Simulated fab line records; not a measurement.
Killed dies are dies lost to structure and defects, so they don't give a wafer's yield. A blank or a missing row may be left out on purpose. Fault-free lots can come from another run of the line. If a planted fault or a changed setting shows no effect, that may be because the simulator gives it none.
Split-lot trial ; flow sfqLine ; 23 wafers read from 5 lots, route of 325 steps

== THE SPLIT ==
At SFQ_TRILAYER_I2_VIA_LITHO_COAT_067 (resist thk 650 nm), the setting spinRpm was moved away from the recipe's 3000 rpm on 10 of the 23 wafers read, by -6.5% to +4.0%. This setting was run at the recipe's value on the other wafers.

== BETWEEN THE SPLIT AND THE READING: the file shows 1 step in between ==
- SFQ_TRILAYER_I2_VIA_BARC_OPEN_VIA_ETCH_096: etches BARC in O2, target depth 125 nm, time 41.7 s (also split here: biasW)

== THE READING ==
KrF_of_TRILAYER_I2_VIA_LITHO_COAT_067.thkNm (the simulator's own value, which no gauge read), in nm, at SFQ_TRILAYER_I2_VIA_ETCH_VIA_ETCH_070 (etches SiO2 in CHF3, stops on Nb, target depth 260 nm). The file does not state a usual value for it. Average 528.5 nm, standard deviation 3.2 nm, over the 13 wafers here run with the recipe.

wafer;tool, chamber at the split;spinRpm as run, rpm;against the recipe;KrF_of_TRILAYER_I2_VIA_LITHO_COAT_067.thkNm, nm;against lot-mates on the recipe
L074.1;lithoTrack-04, 0;2804;-6.5%;552.4;+20.3
L074.2;lithoTrack-04, 0;3000;recipe;532.2;-
L074.3;lithoTrack-04, 0;3000;recipe;531.9;-
L074.4;lithoTrack-04, 0;2804;-6.5%;555.1;+23.0
L074.5;lithoTrack-04, 0;3000;recipe;532.3;-
L077.1;lithoTrack-04, 0;2921;-2.6%;537.1;+8.3
L077.2;lithoTrack-04, 0;3000;recipe;529.2;-
L077.3;lithoTrack-04, 0;2921;-2.6%;536.6;+7.8
L077.4;lithoTrack-04, 0;3000;recipe;528.4;-
L077.5;lithoTrack-04, 0;2921;-2.6%;534.4;+5.6
L078.2;lithoTrack-02, 0;3119;+4.0%;515.2;-8.8
L078.3;lithoTrack-02, 0;3000;recipe;524.6;-
L078.4;lithoTrack-02, 0;3119;+4.0%;515.9;-8.1
L078.5;lithoTrack-02, 0;3000;recipe;523.4;-
L078.6;lithoTrack-02, 0;3119;+4.0%;515.3;-8.7
L079.1;lithoTrack-03, 0;3000;recipe;530.7;-
L079.2;lithoTrack-03, 0;3000;recipe;532.3;-
L079.3;lithoTrack-03, 0;3000;recipe;526.3;-
L079.5;lithoTrack-03, 0;3075;+2.5%;523.8;-6.0
L079.6;lithoTrack-03, 0;3075;+2.5%;521.8;-8.0
L081.1;lithoTrack-02, 0;3000;recipe;523.9;-
L081.4;lithoTrack-02, 0;3000;recipe;529.5;-
L081.6;lithoTrack-02, 0;3000;recipe;525.8;-

FIT RESULTS
A straight line over all 23 wafers: KrF_of_TRILAYER_I2_VIA_LITHO_COAT_067.thkNm changes by -3.45 nm for each +1% of spinRpm; r = -0.96; the points scatter about the line by 2.9 nm.
The same after taking each lot's own level away (the mean of its wafers on the recipe; 23 wafers): -2.85 nm for each +1%; r = -0.97; scatter 1.9 nm.
Per that fit: largest spinRpm move, reading shift of 19 nm.
From 524.00 to 532.13 nm: that is the span of the lots' own levels, equal to 2.5 times the standard deviation above.
Hence the slope depends on the lot-to-lot level, as the two fits are not the same.
Check: +18.8 nm against its lot-mates is what the line predicts for one of the wafers moved furthest among these (-6.5%) when that wafer is left out of the fit. Against them it came out at +20.3 nm.

== OTHER SPLITS APPLIED TO THESE WAFERS ==
These wafers also went through other splits before the reading. Each is held against what the fit with the lots' levels taken away leaves over:
other split on the same wafers;wafers away from the commonest value;r with KrF_of_TRILAYER_I2_VIA_LITHO_COAT_067.thkNm (lot level and that fit taken away)
SFQ_TRILAYER_I1_VIA_BARC_OPEN_VIA_ETCH_071 biasW;4;-0.07
SFQ_TRILAYER_M2_LITHO_COAT_062 spinRpm;11;+0.33
SFQ_TRILAYER_M2_ETCH_METAL_ETCH_060 icpW;4;-0.14
SFQ_TRILAYER_I2_VIA_BARC_OPEN_VIA_ETCH_096 biasW;11;-0.16

== THE WHOLE CHAIN: every reading that the file lists as answering this split, in the file's order ==
step;what it does;reading;change (the file's fit);r (the file's)
SFQ_TRILAYER_I2_VIA_LITHO_COAT_067;resist thk 650 nm;KrF_of_TRILAYER_I2_VIA_LITHO_COAT_067.thkNm (the simulator's own value, which no gauge read);-3.28 nm for each +1% of the setting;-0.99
SFQ_TRILAYER_I2_VIA_BARC_OPEN_VIA_ETCH_096;etches BARC in O2, target depth 125 nm, time 41.7 s;KrF_of_TRILAYER_I2_VIA_LITHO_COAT_067.thkNm (the simulator's own value, which no gauge read);-3.09 nm for each +1% of the setting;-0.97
SFQ_TRILAYER_I2_VIA_ETCH_VIA_ETCH_070;etches SiO2 in CHF3, stops on Nb, target depth 260 nm;KrF_of_TRILAYER_I2_VIA_LITHO_COAT_067.thkNm (the simulator's own value, which no gauge read);-2.95 nm for each +1% of the setting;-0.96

== FILE'S OWN FIT ==
KrF_of_TRILAYER_I2_VIA_LITHO_COAT_067.thkNm changes by -2.95 nm for each +1% of spinRpm, r = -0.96.
